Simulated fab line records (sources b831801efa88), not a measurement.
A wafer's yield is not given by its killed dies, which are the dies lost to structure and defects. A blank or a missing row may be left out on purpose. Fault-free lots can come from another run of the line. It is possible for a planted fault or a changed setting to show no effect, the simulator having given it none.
One fault seen from 2 desks    flow gf180mcu    each desk holds nothing but its own numbers, with what lay behind them at the end

== METROLOGY DESK ==
What the gauges read for every lot (on any tool): the sampled wafers with a number, averaged. Any lot whose mean is over 4 standard deviations away from the usual mean is out of limits and marked OUT; that distance is given in the brackets.
Columns: A = CONTACT_CVD_00_THK at GF_CONTACT_THK_MEAS_01, usual 297.1 nm; B = cdNm at GF_M2_CD_MEAS_14, usual 279.8 nm
lot   first seen here  A                B
L363  day 15 02:22     296.9            278.7
L364  day 15 20:03     298.1            278.3
L365  day 15 23:53     299.5            278.6
L366  day 16 13:44     297.4            280.0
L368  day 17 05:01     299.2            281.2
L369  day 17 21:49     296.7            279.2
L371  day 19 03:56     293.4            280.1
L372  day 19 11:10     295.8            281.3
L376  day 20 13:46     146.6 (-54) OUT  281.4
L378  day 21 07:26     144.5 (-55) OUT  280.0
L379  day 21 12:57     296.3            277.7
L381  day 22 00:54     299.4            280.5
L382  day 22 10:10     300.5            279.6
This desk's result: L376, L378 out of limits, first on L376 (CONTACT_CVD_00_THK at GF_CONTACT_THK_MEAS_01), day 20 13:46. Within limits: L363, L364, L365, L366, L368, L369, L371, L372, L379, L381, L382.

== THE TOOL OWNER'S DESK: hdpcvd-02 ==
The tool's own readings at GF_CONTACT_CVD_00 (deposits SiO2, target thk 300 nm, time 50 s): means of the sampled wafers that have a number, for each lot that ran on this tool. Any lot whose mean is over 4 standard deviations away from the usual mean is out of limits and marked OUT; that distance is given in the brackets.
Columns: A = sih4FlowSccm at GF_CONTACT_CVD_00, usual 59.99 sccm
lot   first seen here  A
L363  day 15 02:19     59.54
L364  day 15 20:00     60.13
L365  day 15 23:50     60.08
L366  day 16 13:41     60.10
L368  day 17 04:57     59.96
L371  day 19 03:53     59.91
L376  day 20 13:43     29.98 (-99 or more) OUT
L378  day 21 07:23     30.13 (-99 or more) OUT
Finding of this desk: L376, L378 out of limits; the first was L376 at day 20 13:43, on sih4FlowSccm at GF_CONTACT_CVD_00. Within limits: L363, L364, L365, L366, L368, L371.

== BROUGHT TOGETHER ==
On L376, L378, at day 20 13:43, an alarm was possible from the tool owner's desk.
At day 20 13:46 the metrology desk could have sounded an alarm, on L376, L378.
All the named lots went through GF_CONTACT_CVD_00 on hdpcvd-02.

== WHAT THE SIMULATOR HAD INSERTED ==
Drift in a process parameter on hdpcvd-02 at GF_CONTACT_CVD_00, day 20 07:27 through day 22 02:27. From 60, the setting sih4FlowSccm moved by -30. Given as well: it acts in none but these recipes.
Lots struck among those shown: L376, L378.
Delay (hours) between the fault's onset and each desk's first out-of-limits reading: 6 at the tool owner's desk, 6 at the metrology desk.
